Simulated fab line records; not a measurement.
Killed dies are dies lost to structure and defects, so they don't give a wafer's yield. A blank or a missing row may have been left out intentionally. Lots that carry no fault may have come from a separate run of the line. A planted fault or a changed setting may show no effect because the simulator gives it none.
A struck lot beside a sound one    flow sky130    33 out of 708 route steps
Sound: these wafers, L547.2, L547.3, L547.4. Struck: wafer L550.5 (L550.2, L550.3, from the same lot, were not struck and are left out); the cause is given at the end.
Order at every step that has rows: each side's tool, ch and its chambers, its first start. Under that, the readings that differ: sound wafers    struck wafers    difference of the means    sigmas: that difference in standard deviations of wafers without a fault.
alike: a reading whose means differ by less than 2 such deviations, as well as words and numbers matching on both sides. not compared: withheld readings; readings where some wafer has no value; bounds like >300 that might hide an equal value; numbers whose values overlap and for which the record gives no deviation.
A row with sigmas, a row that says differs or no value, or rows on one side alone: a step with any of these is where the two part. Non-overlapping numbers with no deviation appear without sigmas and do not part them. A reading that every wafer of one side lacks parts them only if that side has two wafers or more.

first, 4 steps without rows for these wafers: SKY_LOCAL_INTERCONNECT_SOFTBAKE_07 (time 90 s); SKY_LOCAL_INTERCONNECT_EXPOSE_08 (exposes mask LI1M, target cd 170 nm); SKY_LOCAL_INTERCONNECT_PEB_09; SKY_LOCAL_INTERCONNECT_DEVELOP_10 (develop time 60 s).
SKY_LOCAL_INTERCONNECT_CD_MEAS_11: target cd 170 nm.
  sound on cdSem-02 at day 31 22:11; struck on cdSem-02 at day 32 21:38
  alike: cdNm
SKY_LOCAL_INTERCONNECT_OVL_MEAS_12:
  sound on overlay-02 at day 31 22:18; struck on overlay-01 at day 32 21:45
  alike: LOCAL_INTERCONNECT_OVL
then, 1 step without rows for these wafers: SKY_LOCAL_INTERCONNECT_ETCH_13 (etches BARC in N2/H2, stops on SiO2, time 45.9 s, target depth 60 nm).
SKY_LOCAL_INTERCONNECT_METAL_ETCH_14: etches TiN in Cl2/BCl3, stops on PSG, target depth 110 nm, time 31.4 s.
  sound on rieMetal-03 ch 0,1, day 31 22:23; struck on rieMetal-03 ch 1, day 32 21:50
  alike: drypumpMotorCurrentA, oesProductAu, rfFwdPowerW, throttleValvePct
  not compared: rfHoursCounterH
SKY_LOCAL_INTERCONNECT_STRIP_15: strips in O2/N2.
  sound on plasmaAsher-03 ch 0,1, day 31 22:26; struck on plasmaAsher-02 ch 0, day 32 21:53
  alike: drypumpMotorCurrentA, oesProductAu, stripTimeToEndpointS
  not compared: rfHoursCounterH
then, 3 steps without rows for these wafers: SKY_LOCAL_INTERCONNECT_STRIP_16 (strips in post etch residue remover, time 1200 s); SKY_LOCAL_INTERCONNECT_CLEAN_17 (cleans in IPA, time 180 s); SKY_LOCAL_INTERCONNECT_CLEAN_18 (cleans in O3/DIW).
SKY_CONTACT_CVD_00: deposits Si3N4, target thk 75 nm.
  sound on pecvd-02 ch 0,1, day 31 23:02; struck on pecvd-02 ch 2, day 32 22:29
reading                                   sound              struck  difference  sigmas
rfFwdPowerW (W)                           441.1 446.2 442.1  373.2   -69.9       -41
model.Si3N4_of_CONTACT_CVD_00.thkNm (nm)  75.66 73.85 74.98  71.98   -2.85       
  alike: heaterPowerOuterW, heaterPowerW
SKY_CONTACT_THK_MEAS_01:
  sound on filmMetro-04 at day 31 23:05; struck on filmMetro-03 at day 32 22:32
reading                  sound           struck  difference  sigmas
CONTACT_CVD_00_THK (nm)  75.7 73.8 74.9  72.0    -2.8        -3
then, 1 step without rows for these wafers: SKY_CONTACT_HDPCVD_02 (deposits SiO2, target thk 565 nm, time 94.2 s).
SKY_CONTACT_THK_MEAS_03:
  sound on filmMetro-01 at day 31 23:13; struck on filmMetro-01 at day 32 22:39
  alike: CONTACT_HDPCVD_THK
SKY_CONTACT_CMP_04: polishes SiO2.
  sound on cmp-01 ch 0,1,2, day 31 23:16; struck on cmp-02 ch 0, day 32 22:54
  alike: motorCurrentA
SKY_CONTACT_BOW_MEAS_05:
  sound on filmMetro-04 at day 31 23:35; struck on filmMetro-01 at day 32 23:10
  alike: CONTACT_BOW
then, 8 steps without rows for these wafers: SKY_CONTACT_DEHYDRATE_06 (time 60 s); SKY_CONTACT_HMDS_07 (prime time 60 s); SKY_CONTACT_COAT_08 (resist thk 60 nm); SKY_CONTACT_COAT_09 (resist thk 450 nm); SKY_CONTACT_SOFTBAKE_10 (time 90 s); SKY_CONTACT_EXPOSE_11 (exposes mask CTM1, target cd 170 nm); SKY_CONTACT_PEB_12; SKY_CONTACT_DEVELOP_13 (develop time 60 s).
SKY_CONTACT_CD_MEAS_14: target cd 170 nm.
  sound on cdSem-02 at day 33 03:15; struck on cdSem-01 at day 34 01:09
  alike: cdNm
SKY_CONTACT_OVL_MEAS_15:
  sound on overlay-02 at day 33 03:22; struck on overlay-01 at day 34 01:16
  alike: CONTACT_OVL
then, 1 step without rows for these wafers: SKY_CONTACT_ETCH_16 (etches BARC in N2/H2, stops on SiO2, time 45.9 s, target depth 60 nm).
SKY_CONTACT_ETCH_17: etches SiO2 in C4F8/O2/Ar, stops on Si3N4, target depth 340 nm.
  sound on rieDiel-01 ch 0,2,3, day 33 03:26; struck on rieDiel-04 ch 0, day 34 01:20
reading          sound           struck  difference  sigmas
rfFwdPowerW (W)  1494 1490 1480  1467    -21         -3
  alike: oesProductAu
SKY_CONTACT_ETCH_18: etches Si3N4 in CHF3/O2, stops on TiN, time 39 s, target depth 75 nm.
  sound on rieDiel-01 ch 0,2,3; struck on rieDiel-04 ch 0
reading                  sound              struck  difference  sigmas
oesProductAu (a.u.)      0.863 0.845 0.857  0.836   -0.019      -3
model.etch.depthNm (nm)  75.66 73.85 74.98  71.98   -2.85       
  alike: drypumpMotorCurrentA, rfFwdPowerW, throttleValvePct
  not compared: rfHoursCounterH
SKY_CONTACT_STRIP_19: strips in O2/N2.
  sound on plasmaAsher-03 ch 0,1, day 33 03:31; struck on plasmaAsher-02 ch 0, day 34 01:25
reading                   sound           struck  difference  sigmas
drypumpMotorCurrentA (A)  6.47 6.41 5.99  5.61    -0.68       -3
  alike: oesProductAu, stripTimeToEndpointS
  not compared: rfHoursCounterH
following that, these wafers have no rows for 1 step: SKY_PAD_OPEN_PROBE_99.

WHERE THEY PART
Earliest at SKY_CONTACT_CVD_00; latest, in this record, at SKY_CONTACT_STRIP_19.

WHY: what had been put in by the simulator
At SKY_CONTACT_CVD_00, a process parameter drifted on pecvd-02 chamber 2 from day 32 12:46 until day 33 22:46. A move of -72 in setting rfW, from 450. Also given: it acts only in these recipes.
